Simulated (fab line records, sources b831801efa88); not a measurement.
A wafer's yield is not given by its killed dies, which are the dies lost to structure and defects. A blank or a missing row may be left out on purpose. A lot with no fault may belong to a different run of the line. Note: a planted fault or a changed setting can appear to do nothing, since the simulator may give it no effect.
Which tool did it? || flow gf180mcu || 30 wafers from 10 lots sampled at 4 of the route's 602 steps

## WHAT EACH GAUGE READ, for each wafer
GF_PASSIVATION_THK_MEAS_03. Usual: PASSIVATION_CVD_02_THK gives 704 nm (standard deviation 11).
{"lot": "L130", "measured": "day 28 03:44", "on": "film metro-03", "PASSIVATION_CVD_02_THK (nm)": "723 704 717", "flag": ""}
{"lot": "L132", "measured": "day 28 12:49", "on": "film metro-03", "PASSIVATION_CVD_02_THK (nm)": "690 695 693", "flag": ""}
{"lot": "L136", "measured": "day 29 21:49", "on": "film metro-03", "PASSIVATION_CVD_02_THK (nm)": "712 719 712", "flag": ""}
{"lot": "L137", "measured": "day 30 09:41", "on": "film metro-03", "PASSIVATION_CVD_02_THK (nm)": "694 702 1070 694 700 1070", "flag": "OFF"}
{"lot": "L140", "measured": "day 31 07:37", "on": "film metro-02", "PASSIVATION_CVD_02_THK (nm)": "687 1065 1072 687 1067 1072", "flag": "OFF"}
{"lot": "L142", "measured": "day 31 23:28", "on": "film metro-01", "PASSIVATION_CVD_02_THK (nm)": "717 723 696", "flag": ""}
{"lot": "L143", "measured": "day 32 10:38", "on": "film metro-01", "PASSIVATION_CVD_02_THK (nm)": "693 736 708", "flag": ""}
{"lot": "L148", "measured": "day 33 07:44", "on": "film metro-02", "PASSIVATION_CVD_02_THK (nm)": "687 695 688", "flag": ""}
{"lot": "L149", "measured": "day 33 14:11", "on": "film metro-02", "PASSIVATION_CVD_02_THK (nm)": "705 705 709", "flag": ""}
{"lot": "L152", "measured": "day 34 05:05", "on": "film metro-02", "PASSIVATION_CVD_02_THK (nm)": "683 715 706", "flag": ""}

## WHICH TOOL RAN EACH LOT (tool, then ch and the chambers of the sampled wafers, then the start)
{"lot": "L130", "GF_V4_CMP_26": "cmp-01 ch 0,3, day 24 12:28", "GF_M5_METAL_ETCH_10": "rie metal-02 ch 0,1, day 26 07:07", "GF_PASSIVATION_CVD_02": "pecvd-01 ch 0,1,2, day 28 03:34"}
{"lot": "L132", "GF_V4_CMP_26": "cmp-02 ch 1,2,3, day 24 23:12", "GF_M5_METAL_ETCH_10": "rie metal-03 ch 0,1, day 26 17:30", "GF_PASSIVATION_CVD_02": "pecvd-02 ch 0,1,2, day 28 12:32"}
{"lot": "L136", "GF_V4_CMP_26": "cmp-01 ch 0,1, day 26 10:11", "GF_M5_METAL_ETCH_10": "rie metal-02 ch 0,1, day 28 03:31", "GF_PASSIVATION_CVD_02": "pecvd-02 ch 1,2, day 29 21:31"}
{"lot": "L137", "GF_V4_CMP_26": "cmp-02 ch 0,3, day 27 00:19", "GF_M5_METAL_ETCH_10": "rie metal-01 ch 1, day 28 16:01", "GF_PASSIVATION_CVD_02": "pecvd-02 ch 0,2, day 30 09:23"}
{"lot": "L140", "GF_V4_CMP_26": "cmp-02 ch 0,2, day 27 22:20", "GF_M5_METAL_ETCH_10": "rie metal-03 ch 1, day 29 13:50", "GF_PASSIVATION_CVD_02": "pecvd-02 ch 0,1,2, day 31 07:20"}
{"lot": "L142", "GF_V4_CMP_26": "cmp-01 ch 0,2,3, day 28 16:34", "GF_M5_METAL_ETCH_10": "rie metal-01 ch 0,1, day 30 06:38", "GF_PASSIVATION_CVD_02": "pecvd-01 ch 1,2, day 31 23:10"}
{"lot": "L143", "GF_V4_CMP_26": "cmp-01 ch 2,3, day 29 04:46", "GF_M5_METAL_ETCH_10": "rie metal-03 ch 0,1, day 30 19:16", "GF_PASSIVATION_CVD_02": "pecvd-01 ch 0,1,2, day 32 10:21"}
{"lot": "L148", "GF_V4_CMP_26": "cmp-01 ch 1,2,3, day 30 05:21", "GF_M5_METAL_ETCH_10": "rie metal-02 ch 0,1, day 31 18:56", "GF_PASSIVATION_CVD_02": "pecvd-04 ch 0,1,2, day 33 07:27"}
{"lot": "L149", "GF_V4_CMP_26": "cmp-02 ch 0,1,3, day 30 13:27", "GF_M5_METAL_ETCH_10": "rie metal-02 ch 1, day 32 01:22", "GF_PASSIVATION_CVD_02": "pecvd-04 ch 0,1,2, day 33 13:54"}
{"lot": "L152", "GF_V4_CMP_26": "cmp-02 ch 0,2, day 31 04:10", "GF_M5_METAL_ETCH_10": "rie metal-03 ch 0,1, day 32 16:20", "GF_PASSIVATION_CVD_02": "pecvd-02 ch 0,1, day 34 04:48"}
- GF_V4_CMP_26: polishes, stops on SiO2, t overpolish 15 s, target thk 0 nm.
- GF_M5_METAL_ETCH_10: etches the open film in Cl2/BCl3, stops on SiO2, target depth 627.5 nm, time 104.6 s.
- GF_PASSIVATION_CVD_02: deposits Si3N4, target thk 700 nm, time 486.18 s.

## WHAT THE TOOLS THEMSELVES READ (means of the sampled wafers that have a number; where no wafer has one, the mark that the record gives instead)
GF_V4_CMP_26. Usual: motor current A 11.1 A, standard deviation 0.8; overpolish run s 14.999 s, standard deviation 0.0093; time to endpoint s 83 s, standard deviation 6.7.
{"lot": "L130", "tool": "cmp-01", "motor current A (A)": 10.7, "overpolish run s (s)": 14.990, "time to endpoint s (s)": 82, "flag": ""}
{"lot": "L132", "tool": "cmp-02", "motor current A (A)": 11.2, "overpolish run s (s)": 15.005, "time to endpoint s (s)": 84, "flag": ""}
{"lot": "L136", "tool": "cmp-01", "motor current A (A)": 10.6, "overpolish run s (s)": 15.005, "time to endpoint s (s)": 86, "flag": ""}
{"lot": "L137", "tool": "cmp-02", "motor current A (A)": 11.9, "overpolish run s (s)": 15.005, "time to endpoint s (s)": 81, "flag": ""}
{"lot": "L140", "tool": "cmp-02", "motor current A (A)": 10.8, "overpolish run s (s)": 14.995, "time to endpoint s (s)": 70, "flag": ""}
{"lot": "L142", "tool": "cmp-01", "motor current A (A)": 10.4, "overpolish run s (s)": 15.005, "time to endpoint s (s)": 82, "flag": ""}
{"lot": "L143", "tool": "cmp-01", "motor current A (A)": 10.7, "overpolish run s (s)": 15.003, "time to endpoint s (s)": 82, "flag": ""}
{"lot": "L148", "tool": "cmp-01", "motor current A (A)": 10.6, "overpolish run s (s)": 14.997, "time to endpoint s (s)": 89, "flag": ""}
{"lot": "L149", "tool": "cmp-02", "motor current A (A)": 11.7, "overpolish run s (s)": 14.989, "time to endpoint s (s)": 85, "flag": ""}
{"lot": "L152", "tool": "cmp-02", "motor current A (A)": 11.4, "overpolish run s (s)": 15.002, "time to endpoint s (s)": 75, "flag": ""}

GF_M5_METAL_ETCH_10. Usual: drypump motor current A 5.7 A, standard deviation 0.34; oes product au 0.973 a.u., standard deviation 0.0069; rf fwd power W 794.9 W, standard deviation 3; throttle valve pct 28.247 %, standard deviation 0.01.
{"lot": "L130", "tool": "rie metal-02", "drypump motor current A (A)": 5.6, "oes product au (a.u.)": 0.976, "rf fwd power W (W)": 797.6, "throttle valve pct (%)": 28.250, "flag": ""}
{"lot": "L132", "tool": "rie metal-03", "drypump motor current A (A)": 5.9, "oes product au (a.u.)": 0.975, "rf fwd power W (W)": 792.1, "throttle valve pct (%)": 28.242, "flag": ""}
{"lot": "L136", "tool": "rie metal-02", "drypump motor current A (A)": 5.6, "oes product au (a.u.)": 0.976, "rf fwd power W (W)": 798.9, "throttle valve pct (%)": 28.244, "flag": ""}
{"lot": "L137", "tool": "rie metal-01", "drypump motor current A (A)": 6.3, "oes product au (a.u.)": 0.983, "rf fwd power W (W)": 797.3, "throttle valve pct (%)": 28.242, "flag": ""}
{"lot": "L140", "tool": "rie metal-03", "drypump motor current A (A)": 5.8, "oes product au (a.u.)": 0.980, "rf fwd power W (W)": 793.7, "throttle valve pct (%)": 28.240, "flag": ""}
{"lot": "L142", "tool": "rie metal-01", "drypump motor current A (A)": 5.6, "oes product au (a.u.)": 0.974, "rf fwd power W (W)": 792.1, "throttle valve pct (%)": 28.252, "flag": ""}
{"lot": "L143", "tool": "rie metal-03", "drypump motor current A (A)": 5.9, "oes product au (a.u.)": 0.970, "rf fwd power W (W)": 791.7, "throttle valve pct (%)": 28.259, "flag": ""}
{"lot": "L148", "tool": "rie metal-02", "drypump motor current A (A)": 5.4, "oes product au (a.u.)": 0.975, "rf fwd power W (W)": 793.7, "throttle valve pct (%)": 28.249, "flag": ""}
{"lot": "L149", "tool": "rie metal-02", "drypump motor current A (A)": 5.7, "oes product au (a.u.)": 0.967, "rf fwd power W (W)": 795.2, "throttle valve pct (%)": 28.253, "flag": ""}
{"lot": "L152", "tool": "rie metal-03", "drypump motor current A (A)": 5.8, "oes product au (a.u.)": 0.974, "rf fwd power W (W)": 791.7, "throttle valve pct (%)": 28.243, "flag": ""}

GF_PASSIVATION_CVD_02. Usual: heater power w 673 W, standard deviation 69; rf fwd power W 449.5 W, standard deviation 1.5.
{"lot": "L130", "tool": "pecvd-01", "heater power w (W)": 668, "rf fwd power W (W)": 448.6, "flag": ""}
{"lot": "L132", "tool": "pecvd-02", "heater power w (W)": 675, "rf fwd power W (W)": 448.4, "flag": ""}
{"lot": "L136", "tool": "pecvd-02", "heater power w (W)": 693, "rf fwd power W (W)": 450.5, "flag": ""}
{"lot": "L137", "tool": "pecvd-02", "heater power w (W)": 618, "rf fwd power W (W)": 449.1, "flag": ""}
{"lot": "L140", "tool": "pecvd-02", "heater power w (W)": 682, "rf fwd power W (W)": 450.7, "flag": ""}
{"lot": "L142", "tool": "pecvd-01", "heater power w (W)": 657, "rf fwd power W (W)": 449.6, "flag": ""}
{"lot": "L143", "tool": "pecvd-01", "heater power w (W)": 691, "rf fwd power W (W)": 448.8, "flag": ""}
{"lot": "L148", "tool": "pecvd-04", "heater power w (W)": 658, "rf fwd power W (W)": 447.9, "flag": ""}
{"lot": "L149", "tool": "pecvd-04", "heater power w (W)": 660, "rf fwd power W (W)": 449.8, "flag": ""}
{"lot": "L152", "tool": "pecvd-02", "heater power w (W)": 666, "rf fwd power W (W)": 449.4, "flag": ""}

## THE ANSWER, worked out from the rows above alone
Rule: a lot counts as off when the mean over its wafers that have a number is more than 3 standard deviations away from the usual mean. A lot without any number at a reading at which 4 lots or more have one is off too. All remaining lots with rows at the step are treated as sound. Order of review: gauges by route order, followed by the tools' own readings, for which a lot's mean as printed above is used. The first step at which some lot is off is used, and at that step the reading that is off furthest; a lot without a number counts as furthest.
Off: L137, L140, seen at GF_PASSIVATION_THK_MEAS_03 (PASSIVATION_CVD_02_THK).
If a tool, at a process step before that reading, ran all the lots that are off and no sound lot after the first of them, it fits. Gauges at GF_PASSIVATION_THK_MEAS_03: tried the same way as those tools. Of those tried, none fits.

## WHAT HAD BEEN PUT IN BY THE SIMULATOR
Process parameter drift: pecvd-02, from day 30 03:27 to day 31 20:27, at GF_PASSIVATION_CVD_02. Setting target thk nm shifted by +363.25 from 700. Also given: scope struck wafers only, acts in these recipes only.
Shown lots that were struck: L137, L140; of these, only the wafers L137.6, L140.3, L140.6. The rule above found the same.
